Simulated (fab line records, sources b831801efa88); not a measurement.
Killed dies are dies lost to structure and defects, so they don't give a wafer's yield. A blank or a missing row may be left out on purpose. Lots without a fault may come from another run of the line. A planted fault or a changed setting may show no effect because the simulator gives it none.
A struck lot beside a sound one | flow gf180mcu | 28 steps out of a route of 602
Sound: wafers L679.3, L679.4, L679.6. Struck: wafers L690.3, L690.4, L690.5. The cause comes at the end.
At each step with rows: each side's tool, then ch and its chambers, then its first start. Under that, the readings that differ: sound wafers | struck wafers | difference of the means | sigmas: that difference in standard deviations of wafers without a fault.
alike: readings whose means differ by less than 2 such deviations, and words and numbers that are the same on both sides. not compared: withheld readings, readings that some wafer has no value for, bounds like >300 that may hide the same value, and numbers for which the record gives no deviation and whose values overlap.
The two part at a step that has a row with sigmas, a row that says differs or no value, or rows on one side only. Numbers that don't overlap but have no deviation are shown without sigmas and don't part them. A reading that every wafer of one side lacks parts them only if that side has two wafers or more.

GF_V2_OVL_MEAS_15:
  sound on overlay-01, day 23 09:04; struck on overlay-01, day 26 16:11
  alike: V2_OVL
GF_V2_ETCH_16: etches BARC in N2/H2.
  sound on rie_diel-02 ch 0,1,3, day 23 09:05; struck on rie_diel-01 ch 0,2, day 26 16:13
  alike: drypump_motor_current_A, oes_product_au, rf_fwd_power_W, throttle_valve_pct
GF_V2_ETCH_17: etches SiO2 in C4F8/O2/Ar, stops on TiN, target depth 630 nm.
  sound on rie_diel-02 ch 0,1,3; struck on rie_diel-01 ch 0,2
  alike: oes_product_au, rf_fwd_power_W
then, 5 steps without rows for these wafers: GF_V2_STRIP_18 (strips in O2/N2); GF_V2_STRIP_19 (strips in post etch residue remover, time 1200 s); GF_V2_CLEAN_20 (cleans in DIW); GF_V2_SPUTTER_21 (material Ti, target thk 15 nm, time 80.02 s); GF_V2_SPUTTER_22 (material TiN, target thk 10 nm, time 40 s).
GF_V2_CVD_23: deposits W, target thk 350 nm, time 104.94 s.
  sound on cvd_w-02 ch 0,1, day 23 09:56; struck on cvd_w-02 ch 0,1, day 26 17:05
  alike: heater_power_w
GF_V2_RS_MEAS_24: measures by four-point-probe.
  sound on film_metro-03, day 23 10:04; struck on film_metro-03, day 26 17:12
  alike: V2_W_RS
GF_V2_THK_MEAS_25: measures by xrf.
  sound on film_metro-03, day 23 10:10; struck on film_metro-03, day 26 17:18
  alike: V2_W_THK
then, 1 step without rows for these wafers: GF_V2_CMP_26 (polishes, stops on SiO2, t overpolish 15 s, target thk 0 nm).
GF_M3_SPUTTER_00: material Ti, target thk 37.5 nm, time 150 s.
  sound on pvd_sputter-04, day 23 10:30; struck on pvd_sputter-01, day 26 17:38
  no value came back on the struck wafers for cathode_dc_power_W (W), chamber_pressure_pa (Pa), throttle_valve_pct (%), time_s (s); on the sound wafers cathode_dc_power_W (W) reads 4001.1 3999.8 3999.2
GF_M3_SPUTTER_01: material TiN, target thk 30 nm, time 25 s.
  sound on pvd_sputter-04, day 23 10:36; struck on pvd_sputter-01, day 26 17:44
  alike: cathode_dc_power_W, chamber_pressure_pa, throttle_valve_pct
GF_M3_SPUTTER_02: material AlCu, target thk 450 nm, time 23.9 s.
  sound on pvd_sputter-04, day 23 10:38; struck on pvd_sputter-01, day 26 17:46
  alike: cathode_dc_power_W, chamber_pressure_pa, throttle_valve_pct
then, 9 steps without rows for these wafers: GF_M3_SPUTTER_03 (material Ti, target thk 10 nm, time 6.7 s); GF_M3_SPUTTER_04 (material TiN, target thk 50 nm, time 41.7 s); GF_M3_DEHYDRATE_07 (time 60 s); GF_M3_HMDS_08 (prime time 60 s); GF_M3_COAT_09 (resist thk 1000 nm); GF_M3_SOFTBAKE_10 (time 60 s); GF_M3_EXPOSE_11 (exposes mask Metal3, target cd 280 nm); GF_M3_PEB_12 (peb time 90 s); GF_M3_DEVELOP_13 (develop time 60 s).
GF_M3_CD_MEAS_14: target cd 280 nm.
  sound on cd_sem-02, day 24 08:22; struck on cd_sem-02, day 27 14:05
  alike: cd_nm
GF_M3_OVL_MEAS_15:
  sound on overlay-01, day 24 08:28; struck on overlay-02, day 27 14:11
  alike: M3_OVL
GF_M3_METAL_ETCH_16: etches the open film in Cl2/BCl3, stops on SiO2, target depth 627.5 nm, time 104.6 s.
  sound on rie_metal-03 ch 0,1, day 24 08:31; struck on rie_metal-04 ch 0,1, day 27 14:14
  reading               | sound             | struck            | difference | sigmas
  oes_product_au (a.u.) | 0.971 0.974 0.964 | 0.987 0.988 0.999 | +0.022     | +3
  alike: drypump_motor_current_A, rf_fwd_power_W, throttle_valve_pct
  not compared: rf_hours_counter_h
then, 1 step without rows for these wafers: GF_M3_STRIP_17 (strips in O2/N2).

WHERE THEY PART
First at GF_M3_SPUTTER_00; last, within this record, at GF_M3_METAL_ETCH_16.

WHY: what the simulator had put in
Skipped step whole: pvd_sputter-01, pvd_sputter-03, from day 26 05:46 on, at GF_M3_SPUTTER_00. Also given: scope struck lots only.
